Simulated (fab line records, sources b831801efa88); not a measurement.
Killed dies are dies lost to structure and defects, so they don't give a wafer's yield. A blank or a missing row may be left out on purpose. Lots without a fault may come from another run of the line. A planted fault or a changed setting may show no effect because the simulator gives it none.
fab line records | flow sky130
record lots=24 wafers=72 last_day=52
route steps=708 shown NWELL@63 VT_ADJUST_NCORE@129 VT_ADJUST_HVTR@141 SONOS_TUNNEL@161 LDD_P@266
lots that met no fault: from a run of the same line without faults
start_h: hours from the record's first day to the start of the lot's first wafer shown | wait_h: hours since the lot's step before | " the same as in the row above | L1.1+2: a row that stands for several wafers | - no value, or no start given | * or withheld: withheld | < > ~ a bound
route shown NAME@n: a module of which the file shows steps, and the number in the route of the first | usual: mean/standard deviation of fault-free wafers | same: alike in all rows | chamber/n: place in a boat | sites: the reading at each site | _std_site: their standard deviation | _edge_site: outer sites' mean less inner sites' | radius_mm: how far each site lies from the wafer's centre | mask NAME#n: copy n | behind: the tool/chamber that last shaped the wafer | hold: why the lot was held/for how many hours/how that ended | device: the transistor (n, p or np) that didn't switch | end of line: the same wafers' tests at the end of the route | a step without rows: its recipe alone | killed: dies lost to structure and defects at the first sort, not the wafer's yield | map: a wafer's dies, x killed, . not, _ none there
set.NAME: the setting as run; set.NAME@STEP: as run at that earlier step | model.NAME: the simulator's own value behind a step, which no gauge read
steps of the route over a sample of lots; a table a step, a row a wafer
services: from which hour (start_h, from the record's first day; less than 0 if before it) a tool's chamber was out of use, for how many hours, and why
## steps
# step SKY_NWELL_OVL_MEAS_10
# usual NWELL_00_OVL=0.7/1.3
# columns lot.wafer tool chamber start_h wait_h NWELL_00_OVL[nm]
L074.1 overlay-01 - 83.00 - 1.4
L074.4 " - " " 1.1
L074.5 " - " " -4.0
L075.2 overlay-02 - 88.46 - 0.5
L075.3 " - " " 1.5
L075.4 " - " " 0.1
L076.4 overlay-01 - 94.86 - 0.9
L076.5 " - " " 2.4
L076.6 " - " " 0.8
L077.3 overlay-01 - 101.36 - 0.3
L077.4 " - " " -0.5
L077.6 " - " " -0.7
L078.4 overlay-02 - 106.61 - 1.1
L078.5 " - " " -0.3
L078.6 " - " " 0.7
L079.1 overlay-01 - 111.59 - 0.0
L079.3 " - " " 0.7
L079.4 " - " " 1.3
L080.1 overlay-01 - 120.24 - 0.4
L080.2 " - " " -1.8
L080.5 " - " " 0.3
L081.1 overlay-02 - 125.60 - 0.2
L081.2 " - " " 0.6
L081.6 " - " " 1.2
L082.1 overlay-02 - 128.99 - 0.8
L082.2 " - " " 0.6
L082.5 " - " " 2.2
L083.1 overlay-02 - 135.04 - -0.4
L083.5 " - " " -1.1
L083.6 " - " " -0.4
L084.1 overlay-01 - 143.74 - 0.5
L084.3 " - " " 1.8
L084.5 " - " " 0.5
L085.1 overlay-02 - 147.69 - 1.1
L085.3 " - " " 1.4
L085.4 " - " " 0.1
L086.2 overlay-02 - 154.10 - 1.3
L086.3 " - " " 1.8
L086.4 " - " " 1.4
L087.4 overlay-01 - 161.57 - 0.1
L087.5 " - " " -1.3
L087.6 " - " " -1.4
L088.1 overlay-02 - 167.69 - 0.7
L088.2 " - " " 0.5
L088.5 " - " " 1.0
L089.1 overlay-01 - 171.00 - 0.0
L089.4 " - " " 0.1
L089.6 " - " " -1.3
L090.1 overlay-01 - 181.04 - 1.4
L090.2 " - " " 0.9
L090.6 " - " " -0.7
L091.1 overlay-02 - 189.34 - 1.8
L091.2 " - " " 0.6
L091.5 " - " " 3.8
L092.2 overlay-01 - 195.55 - 2.7
L092.4 " - " " 1.9
L092.5 " - " " 1.8
L093.1 overlay-01 - 198.65 - 0.5
L093.2 " - " " 1.1
L093.5 " - " " 0.9
L094.1 overlay-02 - 205.94 - 2.2
L094.4 " - " " 1.5
L094.5 " - " " 3.8
L095.2 overlay-02 - 214.50 - 1.2
L095.3 " - " " 1.3
L095.6 " - " " -0.8
L096.2 overlay-01 - 214.85 - 1.3
L096.3 " - " " 1.1
L096.6 " - " " 0.3
L097.1 overlay-01 - 224.04 - 0.5
L097.3 " - " " 2.3
L097.6 " - " " 0.2
# step SKY_NWELL_RTA_28
# recipe temp_c=1050 time_s=30 idle_temp_c=650 ramp_up_c_per_s=150 ramp_down_c_per_s=90 ambient=N2
# usual lamp_power_pct=25.31/0.051 wafer_temp_C_max=1054.9/0.89
# columns lot.wafer tool chamber start_h wait_h lamp_power_pct wafer_temp_C_max
L074.1 rtp_anneal-01 0 101.39 0.0 25.34 1054.5
L074.4 " 0 " " 25.24 1054.1
L074.5 " 0 " " 25.36 1055.1
L075.2 rtp_anneal-02 0 106.76 0.0 25.27 1055.3
L075.3 " 0 " " 25.28 1054.7
L075.4 " 0 " " 25.33 1053.7
L076.4 rtp_anneal-01 0 113.04 0.1 25.28 1056.3
L076.5 " 0 " " 25.23 1055.8
L076.6 " 0 " " 25.28 1054.5
L077.3 rtp_anneal-01 0 120.64 0.0 25.28 1055.9
L077.4 " 0 " " 25.34 1054.9
L077.6 " 0 " " 25.36 1053.9
L078.4 rtp_anneal-02 0 125.70 0.1 25.30 1055.3
L078.5 " 0 " " 25.25 1054.5
L078.6 " 0 " " 25.32 1054.0
L079.1 rtp_anneal-02 0 131.19 0.0 25.30 1054.4
L079.3 " 0 " " 25.28 1054.2
L079.4 " 0 " " 25.22 1055.0
L080.1 rtp_anneal-01 0 139.89 0.0 25.30 1053.3
L080.2 " 0 " " 25.21 1055.0
L080.5 " 0 " " 25.30 1053.9
L081.1 rtp_anneal-01 0 145.04 0.0 25.26 1053.9
L081.2 " 0 " " 25.26 1055.1
L081.6 " 0 " " 25.42 1054.7
L082.1 rtp_anneal-02 0 148.35 0.0 25.35 1056.1
L082.2 " 0 " " 25.32 1054.6
L082.5 " 0 " " 25.22 1054.9
L083.1 rtp_anneal-01 0 155.65 0.0 25.31 1055.9
L083.5 " 0 " " 25.35 1053.5
L083.6 " 0 " " 25.29 1054.2
L084.1 rtp_anneal-02 0 165.64 0.0 25.28 1053.6
L084.3 " 0 " " 25.36 1054.7
L084.5 " 0 " " 25.36 1054.8
L085.1 rtp_anneal-01 0 169.45 0.0 25.27 1057.3
L085.3 " 0 " " 25.29 1054.6
L085.4 " 0 " " 25.33 1055.6
L086.2 rtp_anneal-02 0 175.41 0.0 25.29 1055.2
L086.3 " 0 " " 25.39 1054.8
L086.4 " 0 " " 25.26 1054.8
L087.4 rtp_anneal-01 0 183.94 0.1 25.31 1055.1
L087.5 " 0 " " 25.33 1054.2
L087.6 " 0 " " 25.34 1054.5
L088.1 rtp_anneal-02 0 190.30 0.0 25.36 1054.3
L088.2 " 0 " " 25.29 1055.2
L088.5 " 0 " " 25.33 1056.1
L089.1 rtp_anneal-01 0 194.20 0.0 25.30 1056.5
L089.4 " 0 " " 25.28 1055.5
L089.6 " 0 " " 25.36 1053.8
L090.1 rtp_anneal-02 0 204.85 0.0 25.27 1055.8
L090.2 " 0 " " 25.38 1055.0
L090.6 " 0 " " 25.29 1054.8
L091.1 rtp_anneal-01 0 212.70 0.0 25.34 1055.2
L091.2 " 0 " " 25.37 1054.2
L091.5 " 0 " " 25.40 1052.8
L092.2 rtp_anneal-02 0 219.52 0.0 25.32 1054.6
L092.4 " 0 " " 25.32 1054.8
L092.5 " 0 " " 25.28 1054.5
L093.1 rtp_anneal-01 0 222.64 0.0 25.21 1055.8
L093.2 " 0 " " 25.30 1054.8
L093.5 " 0 " " 25.23 1054.7
L094.1 rtp_anneal-02 0 230.80 0.0 25.34 1056.3
L094.4 " 0 " " 25.38 1053.4
L094.5 " 0 " " 25.37 1054.3
L095.2 rtp_anneal-01 0 239.22 0.0 25.40 1054.9
L095.3 " 0 " " 25.32 1054.3
L095.6 " 0 " " 25.30 1055.6
L096.2 rtp_anneal-02 0 239.72 0.0 25.41 1055.7
L096.3 " 0 " " 25.22 1054.9
L096.6 " 0 " " 25.32 1055.7
L097.1 rtp_anneal-01 0 249.19 0.0 25.23 1054.0
L097.3 " 0 " " 25.38 1056.0
L097.6 " 0 " " 25.32 1055.4
# step SKY_VT_ADJUST_NCORE_STRIP_10
# recipe chemistry=O2/N2 power_w=1400 pressure_mtorr=1500 platen_temp_c=withheld o2_flow_sccm=3000 n2_flow_sccm=300 overash_fraction=0.5
# usual chamber_pressure_mTorr=1499.9/1.5 drypump_motor_current_A=5.9/0.41 oes_product_au=0.716/0.0047 strip_time_to_endpoint_s=14.18/0.04
# columns lot.wafer tool chamber start_h wait_h chamber_pressure_mTorr drypump_motor_current_A oes_product_au rf_hours_counter_h strip_time_to_endpoint_s
L074.1 plasma_asher-03 1 179.86 0.1 1498.8 6.7 0.713 46 14.16
L074.4 " 0 " " 1498.5 5.0 0.704 - 14.15
L074.5 " 1 " " 1500.4 6.7 0.717 - 14.18
L075.2 plasma_asher-04 0 186.45 0.1 1501.7 6.1 0.722 6 14.12
L075.3 " 0 " " 1499.5 6.1 0.710 - 14.15
L075.4 " 1 " " 1500.7 5.7 0.709 - 14.18
L076.4 plasma_asher-01 0 193.98 0.1 1498.1 5.8 0.723 - 14.19
L076.5 " 1 " " 1499.7 6.0 0.718 - 14.14
L076.6 " 0 " " 1497.9 5.8 0.719 - 14.17
L077.3 plasma_asher-03 1 204.83 0.1 1499.7 6.7 0.714 - 14.23
L077.4 " 0 " " 1498.7 5.0 0.708 - 14.17
L077.6 " 0 " " 1499.9 5.0 0.717 - 14.21
L078.4 plasma_asher-01 0 210.53 0.1 1500.6 5.8 0.714 - 14.28
L078.5 " 1 " " 1497.4 6.0 0.717 - 14.26
L078.6 " 0 " " 1499.0 5.8 0.716 - 14.26
L079.1 plasma_asher-04 0 216.81 0.1 1499.2 6.0 0.721 10 14.24
L079.3 " 0 " " 1501.1 6.0 0.712 - 14.23
L079.4 " 1 " " 1499.8 5.7 0.715 - 14.30
L080.1 plasma_asher-04 0 228.67 0.1 1499.2 6.1 0.715 12 14.18
L080.2 " 1 " " 1499.5 5.7 0.716 12 14.15
L080.5 " 1 " " 1501.7 5.7 0.710 - 14.15
L081.1 plasma_asher-01 0 236.95 0.1 1498.9 5.8 0.710 40 14.16
L081.2 " 1 " " 1497.7 6.0 0.717 40 14.14
L081.6 " 1 " " 1501.1 6.0 0.714 - 14.24
L082.1 plasma_asher-04 0 239.50 0.1 1499.3 6.0 0.725 13 14.21
L082.2 " 1 " " 1497.8 5.7 0.716 13 14.22
L082.5 " 0 " " 1500.6 6.1 0.712 - 14.21
L083.1 plasma_asher-01 1 248.85 0.1 1499.8 6.0 0.718 41 14.13
L083.5 " 1 " " 1494.8 6.0 0.712 - 14.14
L083.6 " 0 " " 1500.5 5.8 0.712 - 14.17
L084.1 plasma_asher-01 0 260.90 0.1 1501.0 5.8 0.716 43 14.17
L084.3 " 0 " " 1501.6 5.8 0.709 - 14.15
L084.5 " 0 " " 1499.7 5.8 0.718 - 14.18
L085.1 plasma_asher-04 1 265.56 0.1 1503.1 5.7 0.719 15 14.19
L085.3 " 0 " " 1502.6 6.0 0.711 - 14.20
L085.4 " 1 " " 1497.9 5.7 0.718 - 14.18
L086.2 plasma_asher-04 1 270.61 0.1 1499.3 5.7 0.722 16 14.17
L086.3 " 1 " " 1499.6 5.7 0.709 - 14.18
L086.4 " 0 " " 1498.6 6.1 0.722 - 14.17
L087.4 plasma_asher-04 1 282.24 0.1 1497.3 5.7 0.722 - 14.20
L087.5 " 0 " " 1499.5 6.0 0.716 - 14.24
L087.6 " 1 " " 1499.7 5.7 0.720 - 14.17
L088.1 plasma_asher-01 0 290.10 0.1 1501.2 5.8 0.712 46 14.23
L088.2 " 1 " " 1499.4 6.1 0.723 46 14.23
L088.5 " 1 " " 1500.1 6.1 0.720 - 14.26
L089.1 plasma_asher-04 0 294.71 0.1 1500.3 6.0 0.709 18 14.17
L089.4 " 0 " " 1501.7 6.0 0.715 - 14.19
L089.6 " 1 " " 1500.8 5.7 0.720 - 14.20
L090.1 plasma_asher-03 1 305.30 0.1 1503.2 6.7 0.714 59 14.15
L090.2 " 0 " " 1500.0 5.0 0.713 59 14.09
L090.6 " 0 " " 1497.8 5.0 0.710 - 14.15
L091.1 plasma_asher-03 1 313.56 0.1 1500.8 6.7 0.715 60 14.20
L091.2 " 0 " " 1497.3 5.0 0.719 60 14.25
L091.5 " 0 " " 1499.4 5.0 0.705 - 14.22
L092.2 plasma_asher-01 0 321.75 0.1 1499.5 5.8 0.720 49 14.19
L092.4 " 1 " " 1500.9 6.1 0.719 - 14.18
L092.5 " 1 " " 1499.3 6.0 0.714 - 14.19
L093.1 plasma_asher-04 0 324.55 0.1 1498.5 6.0 0.720 21 14.16
L093.2 " 1 " " 1498.3 5.7 0.711 21 14.13
L093.5 " 0 " " 1500.7 6.0 0.711 - 14.14
L094.1 plasma_asher-03 1 335.75 0.1 1498.7 6.7 0.721 62 14.16
L094.4 " 0 " " 1497.9 5.0 0.709 - 14.19
L094.5 " 0 " " 1497.7 5.0 0.720 - 14.17
L095.2 plasma_asher-04 0 344.95 0.1 1498.1 6.0 0.723 23 14.12
L095.3 " 1 " " 1502.2 5.7 0.723 - 14.11
L095.6 " 1 " " 1500.9 5.7 0.716 - 14.10
L096.2 plasma_asher-01 0 346.76 0.1 1495.7 5.8 0.716 51 14.17
L096.3 " 1 " " 1500.5 6.0 0.719 - 14.18
L096.6 " 1 " " 1499.6 6.0 0.716 - 14.19
L097.1 plasma_asher-01 1 355.90 0.1 1500.5 6.0 0.717 52 14.22
L097.3 " 0 " " 1500.9 5.8 0.711 - 14.18
L097.6 " 1 " " 1500.7 6.0 0.723 - 14.21
# step SKY_VT_ADJUST_HVTR_STRIP_10
# recipe chemistry=O2/N2 power_w=1400 pressure_mtorr=1500 platen_temp_c=withheld o2_flow_sccm=3000 n2_flow_sccm=300 overash_fraction=0.5
# usual chamber_pressure_mTorr=1499.9/1.3 drypump_motor_current_A=5.9/0.45 oes_product_au=0.715/0.005 strip_time_to_endpoint_s=14.31/0.033
# columns lot.wafer tool chamber start_h wait_h chamber_pressure_mTorr drypump_motor_current_A oes_product_au rf_hours_counter_h strip_time_to_endpoint_s
L074.1 plasma_asher-03 1 202.35 0.1 1500.6 6.7 0.713 49 14.34
L074.4 " 1 " " 1499.3 6.7 0.711 - 14.31
L074.5 " 0 " " 1499.1 5.0 0.718 - 14.27
L075.2 plasma_asher-03 1 209.66 0.1 1499.4 6.6 0.717 50 14.32
L075.3 " 1 " " 1498.5 6.7 0.715 - 14.31
L075.4 " 0 " " 1500.6 5.0 0.713 - 14.31
L076.4 plasma_asher-03 0 216.78 0.1 1498.9 5.0 0.713 - 14.32
L076.5 " 0 " " 1499.4 5.0 0.707 - 14.33
L076.6 " 1 " " 1500.8 6.7 0.714 - 14.33
L077.3 plasma_asher-03 1 228.63 0.1 1499.5 6.7 0.713 - 14.33
L077.4 " 0 " " 1500.1 5.0 0.731 - 14.29
L077.6 " 0 " " 1499.9 5.0 0.710 - 14.29
L078.4 plasma_asher-01 1 234.54 0.1 1499.0 6.0 0.720 - 14.31
L078.5 " 0 " " 1500.8 5.8 0.718 - 14.32
L078.6 " 1 " " 1499.3 6.0 0.716 - 14.30
L079.1 plasma_asher-02 0 241.30 0.1 1499.6 5.6 0.713 45 14.34
L079.3 " 0 " " 1499.3 5.6 0.708 - 14.32
L079.4 " 1 " " 1500.3 6.0 0.718 - 14.36
L080.1 plasma_asher-01 1 254.20 0.1 1501.0 6.0 0.707 42 14.27
L080.2 " 0 " " 1500.3 5.8 0.716 42 14.30
L080.5 " 1 " " 1501.4 6.0 0.714 - 14.33
L081.1 plasma_asher-01 0 262.66 0.1 1502.0 5.8 0.716 43 14.26
L081.2 " 1 " " 1501.1 6.1 0.714 43 14.29
L081.6 " 0 " " 1500.1 5.9 0.713 - 14.29
L082.1 plasma_asher-01 1 265.26 0.1 1499.5 6.0 0.714 43 14.31
L082.2 " 0 " " 1500.6 5.8 0.726 43 14.32
L082.5 " 0 " " 1502.1 5.8 0.717 - 14.25
L083.1 plasma_asher-01 0 275.05 0.1 1498.6 5.8 0.722 44 14.35
L083.5 " 0 " " 1498.8 5.8 0.721 - 14.34
L083.6 " 1 " " 1498.6 6.0 0.715 - 14.36
L084.1 plasma_asher-01 1 287.31 0.1 1499.1 6.0 0.713 46 14.30
L084.3 " 0 " " 1500.8 5.8 0.713 - 14.28
L084.5 " 1 " " 1498.5 6.0 0.713 - 14.31
L085.1 plasma_asher-02 1 291.81 0.1 1499.0 6.0 0.717 50 14.28
L085.3 " 0 " " 1499.5 5.6 0.711 - 14.30
L085.4 " 1 " " 1497.8 6.0 0.717 - 14.28
L086.2 plasma_asher-01 0 296.21 0.1 1500.2 5.8 0.712 47 14.40
L086.3 " 0 " " 1501.6 5.8 0.712 - 14.39
L086.4 " 1 " " 1497.7 6.1 0.711 - 14.38
L087.4 plasma_asher-03 1 307.94 0.1 1501.6 6.7 0.707 - 14.35
L087.5 " 1 " " 1498.4 6.7 0.707 - 14.33
L087.6 " 0 " " 1498.5 5.0 0.710 - 14.33
L088.1 plasma_asher-01 1 315.35 0.1 1499.9 6.0 0.711 48 14.27
L088.2 " 0 " " 1498.5 5.8 0.723 48 14.30
L088.5 " 1 " " 1502.0 6.0 0.718 - 14.27
L089.1 plasma_asher-01 0 320.61 0.1 1500.6 5.8 0.715 49 14.30
L089.4 " 1 " " 1500.1 6.0 0.712 - 14.31
L089.6 " 0 " " 1498.4 5.8 0.712 - 14.34
L090.1 plasma_asher-01 0 331.80 0.1 1499.5 5.8 0.718 50 14.29
L090.2 " 1 " " 1500.9 6.0 0.707 50 14.28
L090.6 " 1 " " 1501.5 6.1 0.714 - 14.27
L091.1 plasma_asher-02 1 341.65 0.1 1500.3 6.0 0.722 55 14.34
L091.2 " 0 " " 1500.4 5.6 0.711 55 14.33
L091.5 " 0 " " 1500.1 5.6 0.720 - 14.35
L092.2 plasma_asher-01 0 349.80 0.1 1501.8 5.9 0.723 51 14.34
L092.4 " 1 " " 1500.6 6.0 0.724 - 14.37
L092.5 " 0 " " 1498.1 5.8 0.713 - 14.34
L093.1 plasma_asher-03 1 352.50 0.1 1501.6 6.6 0.714 64 14.35
L093.2 " 0 " " 1500.8 5.0 0.715 64 14.34
L093.5 " 1 " " 1501.9 6.7 0.719 - 14.34
L094.1 plasma_asher-02 1 364.96 0.1 1499.0 6.0 0.716 57 14.27
L094.4 " 0 " " 1500.8 5.5 0.710 - 14.28
L094.5 " 1 " " 1501.2 6.0 0.719 - 14.30
L095.2 plasma_asher-01 0 374.25 0.1 1499.0 5.8 0.725 54 14.27
L095.3 " 0 " " 1499.4 5.8 0.721 - 14.31
L095.6 " 0 " " 1498.8 5.8 0.716 - 14.27
L096.2 plasma_asher-01 0 376.45 0.1 1499.3 5.8 0.716 54 14.33
L096.3 " 0 " " 1498.9 5.8 0.713 - 14.35
L096.6 " 0 " " 1500.8 5.8 0.715 - 14.31
L097.1 plasma_asher-02 1 386.35 0.1 1498.3 6.0 0.713 59 14.28
L097.3 " 0 " " 1500.4 5.6 0.715 - 14.30
L097.6 " 0 " " 1501.7 5.6 0.715 - 14.30
# step SKY_SONOS_TUNNEL_CD_MEAS_07
# recipe target_cd_nm=410
# usual cd_nm=410.2/2.4
# columns lot.wafer tool chamber start_h wait_h cd_nm
L074.1 cd_sem-01 - 250.19 0.1 407.2
L074.4 " - " " 406.3
L074.5 " - " " 406.9
L075.2 cd_sem-01 - 258.31 0.1 409.9
L075.3 " - " " 408.1
L075.4 " - " " 410.8
L076.4 cd_sem-02 - 267.35 0.1 410.5
L076.5 " - " " 411.4
L076.6 " - " " 410.8
L077.3 cd_sem-02 - 280.39 0.1 408.7
L077.4 " - " " 407.1
L077.6 " - " " 408.2
L078.4 cd_sem-02 - 286.40 0.1 408.7
L078.5 " - " " 408.4
L078.6 " - " " 411.9
L079.1 cd_sem-02 - 293.44 0.1 410.3
L079.3 " - " " 410.1
L079.4 " - " " 413.3
L080.1 cd_sem-01 - 305.20 0.1 412.2
L080.2 " - " " 413.2
L080.5 " - " " 412.6
L081.1 cd_sem-01 - 313.99 0.1 410.9
L081.2 " - " " 410.6
L081.6 " - " " 409.1
L082.1 cd_sem-01 - 317.24 0.1 412.7
L082.2 " - " " 411.7
L082.5 " - " " 412.2
L083.1 cd_sem-02 - 326.44 0.1 410.2
L083.5 " - " " 410.5
L083.6 " - " " 411.4
L084.1 cd_sem-01 - 339.64 0.1 407.3
L084.3 " - " " 407.4
L084.5 " - " " 408.8
L085.1 cd_sem-02 - 344.65 0.1 414.7
L085.3 " - " " 415.0
L085.4 " - " " 414.1
L086.2 cd_sem-01 - 350.72 0.1 410.6
L086.3 " - " " 410.3
L086.4 " - " " 410.9
L087.4 cd_sem-02 - 363.35 0.1 410.3
L087.5 " - " " 408.7
L087.6 " - " " 411.3
L088.1 cd_sem-01 - 372.14 0.1 408.0
L088.2 " - " " 405.2
L088.5 " - " " 409.7
L089.1 cd_sem-02 - 377.94 0.1 412.6
L089.4 " - " " 412.6
L089.6 " - " " 410.3
L090.1 cd_sem-01 - 389.85 0.1 406.2
L090.2 " - " " 407.3
L090.6 " - " " 405.9
L091.1 cd_sem-01 - 401.99 0.1 407.9
L091.2 " - " " 410.5
L091.5 " - " " 410.6
L092.2 cd_sem-02 - 410.31 0.1 406.1
L092.4 " - " " 408.6
L092.5 " - " " 407.5
L093.1 cd_sem-02 - 413.25 0.1 407.8
L093.2 " - " " 409.1
L093.5 " - " " 408.6
L094.1 cd_sem-01 - 426.54 0.1 411.4
L094.4 " - " " 411.8
L094.5 " - " " 411.3
L095.2 cd_sem-01 - 436.62 0.1 411.9
L095.3 " - " " 411.8
L095.6 " - " " 412.2
L096.2 cd_sem-02 - 439.01 0.1 410.9
L096.3 " - " " 411.4
L096.6 " - " " 412.5
L097.1 cd_sem-02 - 449.95 0.1 414.4
L097.3 " - " " 414.2
L097.6 " - " " 414.0
# step SKY_LDD_P_TW_MEAS_11
# usual LDD_P_TW=635/4.1
# columns lot.wafer tool chamber start_h wait_h LDD_P_TW
L074.1 film_metro-03 - 442.36 0.1 627
L074.4 " - " " 628
L074.5 " - " " 625
L075.2 film_metro-01 - 449.11 0.1 634
L075.3 " - " " 633
L075.4 " - " " 632
L076.4 film_metro-01 - 463.78 0.1 636
L076.5 " - " " 634
L076.6 " - " " 636
L077.3 film_metro-03 - 483.82 0.1 633
L077.4 " - " " 627
L077.6 " - " " 629
L078.4 film_metro-01 - 492.03 0.1 638
L078.5 " - " " 635
L078.6 " - " " 634
L079.1 film_metro-01 - 497.40 0.1 635
L079.3 " - " " 635
L079.4 " - " " 636
L080.1 film_metro-03 - 507.90 0.1 623
L080.2 " - " " 631
L080.5 " - " " 629
L081.1 film_metro-01 - 515.20 0.1 637
L081.2 " - " " 633
L081.6 " - " " 637
L082.1 film_metro-04 - 521.95 0.1 633
L082.2 " - " " 635
L082.5 " - " " 633
L083.1 film_metro-01 - 532.10 0.1 639
L083.5 " - " " 644
L083.6 " - " " 643
L084.1 film_metro-01 - 547.75 0.1 642
L084.3 " - " " 638
L084.5 " - " " 638
L085.1 film_metro-01 - 554.65 0.1 641
L085.3 " - " " 641
L085.4 " - " " 642
L086.2 film_metro-01 - 559.61 0.1 642
L086.3 " - " " 641
L086.4 " - " " 640
L087.4 film_metro-04 - 572.43 0.1 636
L087.5 " - " " 637
L087.6 " - " " 637
L088.1 film_metro-01 - 581.80 0.1 642
L088.2 " - " " 641
L088.5 " - " " 641
L089.1 film_metro-01 - 587.70 0.1 635
L089.4 " - " " 640
L089.6 " - " " 638
L090.1 film_metro-04 - 601.35 0.1 638
L090.2 " - " " 633
L090.6 " - " " 635
L091.1 film_metro-03 - 615.75 0.1 636
L091.2 " - " " 633
L091.5 " - " " 638
L093.1 film_metro-01 - 625.30 0.1 636
L093.2 " - " " 635
L093.5 " - " " 635
L092.2 film_metro-01 - 627.01 0.1 633
L092.4 " - " " 632
L092.5 " - " " 635
L094.1 film_metro-03 - 633.80 0.1 633
L094.4 " - " " 632
L094.5 " - " " 631
L095.2 film_metro-04 - 643.51 0.1 636
L095.3 " - " " 635
L095.6 " - " " 635
L096.2 film_metro-04 - 645.86 0.1 635
L096.3 " - " " 638
L096.6 " - " " 637
L097.1 film_metro-03 - 656.35 0.1 635
L097.3 " - " " 639
L097.6 " - " " 634
## services
# columns tool chamber start_h hours kind
plasma_asher-01 - 103.64 1.5 repair
plasma_asher-04 - 108.83 9.0 pm
plasma_asher-04 0 108.83 9.0 vent_cycle
plasma_asher-04 1 108.83 9.0 vent_cycle
plasma_asher-04 0 117.83 - clean
plasma_asher-04 1 117.83 - clean
plasma_asher-03 - 150.83 0.7 repair
plasma_asher-02 - 172.21 50.1 repair
plasma_asher-04 - 176.03 4.8 repair
plasma_asher-02 - 200.51 1.4 repair
plasma_asher-04 - 249.56 3.8 repair
plasma_asher-03 - 254.60 2.8 pm
plasma_asher-03 - 263.35 3.4 repair
plasma_asher-02 - 273.47 9.9 repair
plasma_asher-01 - 297.91 4.1 repair
rtp_anneal-01 - 334.07 6.0 pm
plasma_asher-03 - 374.58 0.4 repair
## key
fault none
